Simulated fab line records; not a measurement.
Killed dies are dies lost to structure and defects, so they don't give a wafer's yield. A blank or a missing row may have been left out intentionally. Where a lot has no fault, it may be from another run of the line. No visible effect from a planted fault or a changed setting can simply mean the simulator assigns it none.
Problem report in the 8D (eight disciplines) form, filled by code + flow sky130 + the parts of the form that need people (team, actions taken, sign-off) are left out

== 1. WHAT IS WRONG ==
At SKY_LDD_N_IMPLANT_14, dose ions cm2 averages 7e+12 over 6 wafers from 2 lots, while fault-free wafers read 5e+12, standard deviation 5.6e+09. So: +99 or more standard deviations from the usual mean.
First seen on wafer L221.1, day 22 18:06, on implanter-02. At this step, 18 wafers from 6 lots have a number in the record. Rule for "out", or "out of limits": more than 4 standard deviations from the usual mean. The rest of the wafers with a number are treated as sound.

== 2. WHAT IT IS AND WHAT IT IS NOT ==
| question                    | is                                | is not                                                                   |
|-----------------------------|-----------------------------------|--------------------------------------------------------------------------|
| which readings at this step | dose ions cm2, faraday current uA | rotation deg                                                             |
| which lots                  | L221, L222                        | L210, L214, L225, L228                                                   |
| which wafers of those lots  | all that have a number            | -                                                                        |
| read on which tools         | implanter-02                      | implanter-01, implanter-04                                               |
| when                        | from day 22 18:06                 | up to then (6 sound wafers); but 6 sound wafers of L225, L228 came after |

== 3. WHAT RULES OUT EACH SUSPECT ==
Counting: a tool at any process step up to the reading remains a suspect when it ran all the lots that are out and ran no sound lot after the first of those.
- implanter-02 at SKY_LDD_N_IMPLANT_14: kept. It processed each lot that is out, first L221 at day 22 18:06, and no sound lot thereafter; up to then, the last sound lot it processed was L210 at day 17 22:48. On those wafers its own readings are out: dose ions cm2, faraday current uA.
Left after counting: implanter-02 at SKY_LDD_N_IMPLANT_14.

== 4. THE CAUSE (what the simulator had put in) ==
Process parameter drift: implanter-02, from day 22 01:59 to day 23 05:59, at SKY_LDD_N_IMPLANT_14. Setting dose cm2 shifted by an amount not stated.
Counting left only this tool.

== 5. THE CHAIN OF EFFECTS, in route order ==
Each row: a reading where the mean over the struck wafers with a number is more than 3 standard deviations away from the usual. Readings are gone through only where the record gives a usual standard deviation; hours: the median, over the lots, of the time from a lot's start at the first step in this table giving one to that lot's start at this step; sigmas: the change measured in usual standard deviations.
| hours | step                 | reading            | usual | on struck wafers | change | sigmas      |
|-------|----------------------|--------------------|-------|------------------|--------|-------------|
| 0     | SKY_LDD_N_IMPLANT_14 | dose ions cm2      | 5e+12 | 7e+12            | +2e+12 | +99 or more |
| 0     | SKY_LDD_N_IMPLANT_14 | faraday current uA | 28.2  | 40.1             | +11.9  | +21         |
It contains these process steps:
- SKY_LDD_N_IMPLANT_14

== 6. WHAT WOULD HAVE CAUGHT IT SOONER ==
16 hours passed between the start of the fault at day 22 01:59 and the first reading out of limits in this record, taken at day 22 18:06.
